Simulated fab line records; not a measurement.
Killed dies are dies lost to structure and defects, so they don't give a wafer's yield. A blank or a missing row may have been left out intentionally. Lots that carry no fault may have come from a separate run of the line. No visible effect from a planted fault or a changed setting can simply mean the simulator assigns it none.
fab line records -- flow sky130
record lots=13, wafers=39, last_day=50
route steps=708 shown FIELD_ISO@26 NWELL@65 PWDE@84 SONOS_ONO@183
lots untouched by any fault: they come from a run of this same line in which no faults occurred
start_h: hours from the record's opening day to when the first of the lot's shown wafers began -- wait_h: how many hours have passed since the lot's step before this one -- " as in the row above -- L1.1+2: a row that stands for several wafers -- - value missing, or start not given -- * or withheld: withheld -- < > ~ a bound
route shown NAME@n: NAME is a module with steps in the file, n the number in the route of the first one -- usual: mean/standard deviation taken from wafers without a fault -- same: alike in all rows -- chamber/n: place in a boat -- sites: readings site by site -- _std_site: standard deviation of those values -- _edge_site: the outer-site mean with the inner-site mean subtracted -- radius_mm: for every site, how far away it sits from the centre of the wafer -- mask NAME#n: copy n -- behind: tool/chamber where the wafer was last shaped -- hold: why the lot was held/for how many hours/how that ended -- device: the transistor (n, p or np) that didn't switch -- end of line: tests of these same wafers at the route's end -- where a step has no rows: the recipe by itself -- killed: dies lost to structure and defects at the first sort, not the wafer's yield -- map: a wafer's dies, marking killed ones x, the rest . and places with no die _
set.NAME: the setting as run; set.NAME@STEP: as run at that earlier step -- model.NAME: the simulator's own value behind a step, which no gauge read
the route's steps for a sample of lots (tables are steps, rows are wafers)
services: when a tool's chamber went out of use (start_h, in hours from the record's first day, below 0 if earlier), for how many hours, and the reason
## steps
# step SKY_FIELD_ISO_THK_MEAS_25
# recipe reads=SiO2_of_FIELD_ISO_CVD_24
# usual FIELD_ISO_CVD_24_THK=598/6
lot.wafer,tool,chamber,start_h,wait_h,FIELD_ISO_CVD_24_THK[nm]
L203.2,film_metro-03,-,41.67,0.0,591
L203.5,film_metro-03,-,41.67,0.0,598
L203.6,film_metro-03,-,41.67,0.0,592
L206.1,film_metro-01,-,57.02,0.0,600
L206.3,film_metro-01,-,57.02,0.0,599
L206.5,film_metro-01,-,57.02,0.0,594
L208.1,film_metro-01,-,64.96,0.0,596
L208.3,film_metro-01,-,64.96,0.0,598
L208.6,film_metro-01,-,64.96,0.0,610
L210.1,film_metro-02,-,72.15,0.0,601
L210.2,film_metro-02,-,72.15,0.0,605
L210.5,film_metro-02,-,72.15,0.0,606
L211.3,film_metro-01,-,80.69,0.1,597
L211.4,film_metro-01,-,80.69,0.1,596
L211.6,film_metro-01,-,80.69,0.1,605
L215.1,film_metro-03,-,101.75,0.0,604
L215.2,film_metro-03,-,101.75,0.0,603
L215.4,film_metro-03,-,101.75,0.0,595
L216.1,film_metro-02,-,105.44,0.0,603
L216.2,film_metro-02,-,105.44,0.0,604
L216.3,film_metro-02,-,105.44,0.0,598
L218.1,film_metro-01,-,113.96,0.0,593
L218.3,film_metro-01,-,113.96,0.0,592
L218.5,film_metro-01,-,113.96,0.0,589
L219.1,film_metro-01,-,125.15,0.0,605
L219.2,film_metro-01,-,125.15,0.0,600
L219.4,film_metro-01,-,125.15,0.0,601
L220.1,film_metro-02,-,125.15,0.0,595
L220.3,film_metro-02,-,125.15,0.0,583
L220.4,film_metro-02,-,125.15,0.0,589
L221.1,film_metro-01,-,135.02,0.0,607
L221.3,film_metro-01,-,135.02,0.0,603
L221.6,film_metro-01,-,135.02,0.0,599
L223.3,film_metro-02,-,149.21,0.1,601
L223.4,film_metro-02,-,149.21,0.1,604
L223.5,film_metro-02,-,149.21,0.1,596
L224.1,film_metro-03,-,149.25,0.0,597
L224.2,film_metro-03,-,149.25,0.0,596
L224.5,film_metro-03,-,149.25,0.0,598
# step SKY_NWELL_IMPLANT_12
# recipe species=P, energy_kev=120, dose_cm2=1.3e+12, tilt_deg=withheld
# usual beam_energy_keV=120.00/0.041, beam_on_s=10.01/0.2, end_station_pressure_torr=5.01e-06/2.8e-07
lot.wafer,tool,chamber,start_h,wait_h,beam_energy_keV,beam_on_s,end_station_pressure_torr
L203.2,implanter-03,0,99.10,0.1,120.02,10.07,4.6e-06
L203.5,implanter-03,0,99.10,0.1,120.00,10.06,5.25e-06
L203.6,implanter-03,0,99.10,0.1,120.02,9.90,4.8e-06
L206.1,implanter-03,0,113.33,0.1,119.97,9.69,4.75e-06
L206.3,implanter-03,0,113.33,0.1,119.96,9.92,5.1e-06
L206.5,implanter-03,0,113.33,0.1,119.98,9.97,5.5e-06
L208.1,implanter-03,0,120.33,0.1,94.81,9.97,5.19e-06
L208.3,implanter-03,0,120.33,0.1,94.83,9.91,5.13e-06
L208.6,implanter-03,0,120.33,0.1,94.80,10.12,4.77e-06
L210.1,implanter-03,0,133.23,0.1,94.85,9.59,5.06e-06
L210.2,implanter-03,0,133.23,0.1,94.82,9.90,4.69e-06
L210.5,implanter-03,0,133.23,0.1,94.78,10.34,5.57e-06
L211.3,implanter-01,0,142.93,0.1,119.99,9.73,5.25e-06
L211.4,implanter-01,0,142.93,0.1,119.99,9.87,4.67e-06
L211.6,implanter-01,0,142.93,0.1,119.96,9.89,4.92e-06
L215.1,implanter-02,0,165.39,0.1,120.05,9.95,4.69e-06
L215.2,implanter-02,0,165.39,0.1,119.97,10.35,5.36e-06
L215.4,implanter-02,0,165.39,0.1,120.01,9.97,5.03e-06
L216.1,implanter-02,0,177.25,0.1,119.99,10.25,4.5e-06
L216.2,implanter-02,0,177.25,0.1,119.94,10.33,4.75e-06
L216.3,implanter-02,0,177.25,0.1,119.99,9.69,4.55e-06
L218.1,implanter-02,0,189.38,0.1,120.05,10.08,5.03e-06
L218.3,implanter-02,0,189.38,0.1,119.99,10.10,5.02e-06
L218.5,implanter-02,0,189.38,0.1,119.99,10.25,5.27e-06
L220.1,implanter-03,0,198.45,0.1,119.97,10.29,5.08e-06
L220.3,implanter-03,0,198.45,0.1,120.02,10.01,5.04e-06
L220.4,implanter-03,0,198.45,0.1,119.97,10.05,4.42e-06
L219.1,implanter-03,0,199.29,0.1,120.02,10.20,5.09e-06
L219.2,implanter-03,0,199.29,0.1,119.98,10.09,4.93e-06
L219.4,implanter-03,0,199.29,0.1,119.99,10.26,4.92e-06
L221.1,implanter-02,0,202.80,0.1,120.05,9.73,5.1e-06
L221.3,implanter-02,0,202.80,0.1,119.96,10.03,4.47e-06
L221.6,implanter-02,0,202.80,0.1,120.02,9.98,5.09e-06
L223.3,implanter-03,0,218.09,0.1,119.92,9.97,5.02e-06
L223.4,implanter-03,0,218.09,0.1,119.93,10.07,4.72e-06
L223.5,implanter-03,0,218.09,0.1,119.93,9.92,5.06e-06
L224.1,implanter-02,0,220.55,0.1,120.03,10.14,5.98e-06
L224.2,implanter-02,0,220.55,0.1,119.94,9.98,4.71e-06
L224.5,implanter-02,0,220.55,0.1,119.98,9.67,4.99e-06
# step SKY_NWELL_RS_MEAS_31
# recipe thk_meas_gauge=four-point-probe
# usual PWDE_RS=5276/14
lot.wafer,tool,chamber,start_h,wait_h,PWDE_RS[ohm/sq]
L203.2,film_metro-02,-,118.62,0.1,5277
L203.5,film_metro-02,-,118.62,0.1,5273
L203.6,film_metro-02,-,118.62,0.1,5283
L206.1,film_metro-04,-,131.93,0.1,5291
L206.3,film_metro-04,-,131.93,0.1,5283
L206.5,film_metro-04,-,131.93,0.1,5297
L208.1,film_metro-03,-,138.85,0.1,5275
L208.3,film_metro-03,-,138.85,0.1,5282
L208.6,film_metro-03,-,138.85,0.1,5266
L210.1,film_metro-02,-,154.53,0.1,5313
L210.2,film_metro-02,-,154.53,0.1,5272
L210.5,film_metro-02,-,154.53,0.1,5272
L211.3,film_metro-03,-,163.98,0.1,5272
L211.4,film_metro-03,-,163.98,0.1,5277
L211.6,film_metro-03,-,163.98,0.1,5255
L215.1,film_metro-04,-,187.59,0.1,5281
L215.2,film_metro-04,-,187.59,0.1,5301
L215.4,film_metro-04,-,187.59,0.1,5297
L216.1,film_metro-04,-,199.53,0.1,5263
L216.2,film_metro-04,-,199.53,0.1,5278
L216.3,film_metro-04,-,199.53,0.1,5256
L218.1,film_metro-03,-,212.60,0.1,5271
L218.3,film_metro-03,-,212.60,0.1,5268
L218.5,film_metro-03,-,212.60,0.1,5280
L220.1,film_metro-03,-,222.07,0.1,5274
L220.3,film_metro-03,-,222.07,0.1,5267
L220.4,film_metro-03,-,222.07,0.1,5256
L219.1,film_metro-04,-,223.43,0.1,5282
L219.2,film_metro-04,-,223.43,0.1,5291
L219.4,film_metro-04,-,223.43,0.1,5285
L221.1,film_metro-03,-,226.23,0.1,5274
L221.3,film_metro-03,-,226.23,0.1,5285
L221.6,film_metro-03,-,226.23,0.1,5269
L223.3,film_metro-04,-,242.82,0.1,5298
L223.4,film_metro-04,-,242.82,0.1,5286
L223.5,film_metro-04,-,242.82,0.1,5277
L224.1,film_metro-02,-,244.90,0.1,5281
L224.2,film_metro-02,-,244.90,0.1,5282
L224.5,film_metro-02,-,244.90,0.1,5295
# step SKY_SONOS_ONO_ETCH_15
# recipe target_depth_nm=19.52, chemistry=CHF3/O2, source_w=600, bias_w=200, pressure_mtorr=40, chf3_flow_sccm=50, O2_flow_sccm=5, time_s=7.8
# usual drypump_motor_current_A=5.3/0.34, oes_product_au=0.999/0.013, throttle_valve_pct=8.824/0.01
lot.wafer,tool,chamber,start_h,wait_h,drypump_motor_current_A,oes_product_au,rf_hours_counter_h,throttle_valve_pct
L203.2,rie_diel-04,1,299.55,0.0,5.2,0.979,3,8.812
L203.5,rie_diel-04,1,299.55,0.0,5.2,0.994,-,8.824
L203.6,rie_diel-04,2,299.55,0.0,5.8,1.011,-,8.819
L206.1,rie_diel-04,0,316.31,0.0,5.7,0.988,55,8.806
L206.3,rie_diel-04,1,316.31,0.0,5.1,0.973,4,8.806
L206.5,rie_diel-04,2,316.31,0.0,5.8,0.996,-,8.831
L208.1,rie_diel-01,1,329.30,0.0,5.3,1.016,72,8.825
L208.3,rie_diel-01,2,329.30,0.0,4.7,0.986,70,8.836
L208.6,rie_diel-01,1,329.30,0.0,5.3,1.019,-,8.828
L210.1,rie_diel-01,0,350.65,0.0,5.7,0.978,3,8.825
L210.2,rie_diel-01,2,350.65,0.0,4.7,0.983,70,8.831
L210.5,rie_diel-01,3,350.65,0.0,5.8,1.007,-,8.818
L211.3,rie_diel-02,2,365.41,0.0,5.0,0.999,8,8.847
L211.4,rie_diel-02,0,365.41,0.0,5.0,1.015,-,8.829
L211.6,rie_diel-02,2,365.41,0.0,5.0,0.993,-,8.839
L216.1,rie_diel-01,0,412.41,0.0,5.7,0.995,4,8.802
L216.2,rie_diel-01,3,412.41,0.0,5.8,1.005,75,8.834
L216.3,rie_diel-01,2,412.41,0.0,4.7,0.985,71,8.814
L215.1,rie_diel-04,2,412.45,0.0,5.9,0.992,4,8.821
L215.2,rie_diel-04,1,412.45,0.0,5.2,0.967,6,8.811
L215.4,rie_diel-04,0,412.45,0.0,5.7,0.997,57,8.837
L218.1,rie_diel-04,2,425.66,0.0,5.8,1.006,5,8.822
L218.3,rie_diel-04,0,425.66,0.0,5.6,0.986,58,8.820
L218.5,rie_diel-04,3,425.66,0.0,5.3,0.984,-,8.833
L220.1,rie_diel-04,1,437.70,0.0,5.1,0.983,6,8.814
L220.3,rie_diel-04,0,437.70,0.0,5.6,1.004,58,8.822
L220.4,rie_diel-04,3,437.70,0.0,5.2,1.006,13,8.837
L219.1,rie_diel-04,0,441.00,0.0,5.7,0.999,58,8.829
L219.2,rie_diel-04,1,441.00,0.0,5.1,0.988,6,8.812
L219.4,rie_diel-04,3,441.00,0.0,5.3,1.006,13,8.811
L221.1,rie_diel-02,1,449.75,0.0,5.2,0.991,7,8.834
L221.3,rie_diel-02,3,449.75,0.0,5.3,0.999,8,8.822
L221.6,rie_diel-02,1,449.75,0.0,5.2,1.005,-,8.837
L223.3,rie_diel-04,3,473.25,0.0,5.3,0.993,13,8.811
L223.4,rie_diel-04,1,473.25,0.0,5.1,0.978,7,8.822
L223.5,rie_diel-04,2,473.25,0.0,5.9,1.003,-,8.831
L224.1,rie_diel-02,0,473.90,0.0,5.0,1.015,12,8.823
L224.2,rie_diel-02,2,473.90,0.0,5.0,1.009,11,8.825
L224.5,rie_diel-02,3,473.90,0.0,5.4,1.008,-,8.823
## services
tool,chamber,start_h,hours,kind
rie_diel-04,2,79.38,4.8,repair
rie_diel-04,2,100.53,4.3,repair
rie_diel-04,3,103.84,6.8,repair
implanter-03,-,144.86,6.1,repair
rie_diel-01,3,158.88,7.2,repair
rie_diel-01,-,180.96,2.8,pm
implanter-02,-,191.47,9.8,repair
rie_diel-01,2,223.49,2.9,repair
implanter-03,-,239.25,2.2,repair
rie_diel-01,2,246.65,4.0,repair
rie_diel-01,1,253.16,13.2,repair
rie_diel-01,-,268.10,14.6,pm
rie_diel-01,3,289.70,11.1,repair
rie_diel-01,2,298.75,2.7,repair
rie_diel-01,0,305.63,2.6,repair
rie_diel-04,0,309.86,2.6,repair
implanter-02,-,317.45,4.4,pm
implanter-03,-,318.59,0.8,repair
rie_diel-04,3,332.72,7.2,repair
implanter-03,-,357.69,4.3,pm
implanter-02,-,365.90,9.6,repair
rie_diel-04,-,430.18,4.0,pm
rie_diel-04,3,450.61,5.2,repair
rie_diel-04,2,453.87,3.6,repair
## key
first_sign step=SKY_NWELL_IMPLANT_12, reading=beam_energy_keV, direction=down, sigmas=99+, usual=*, struck=*
effect none on later readings
met_at SKY_NWELL_IMPLANT_12
struck_lots L208,L210
tester_left_out L208,L210
not_acting_at SKY_FIELD_ISO_THK_MEAS_25,SKY_NWELL_RS_MEAS_31,SKY_SONOS_ONO_ETCH_15
onset_between 113.33 120.33
fault kind=process_parameter_drift, tool=implanter-03, chamber=-, onset_h=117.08, steps=SKY_NWELL_IMPLANT_12, channel=energy_kev, offset=*, shape=step, end_h=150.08, acts_in=*, stated=*
# tester_left_out: of these lots the tester's yield and bins aren't shown, on N5 and GAA mostly nor the transistor test; their killed dies are dies lost to structure and defects alone, not to doping, threshold or leakage, so they don't give the yield
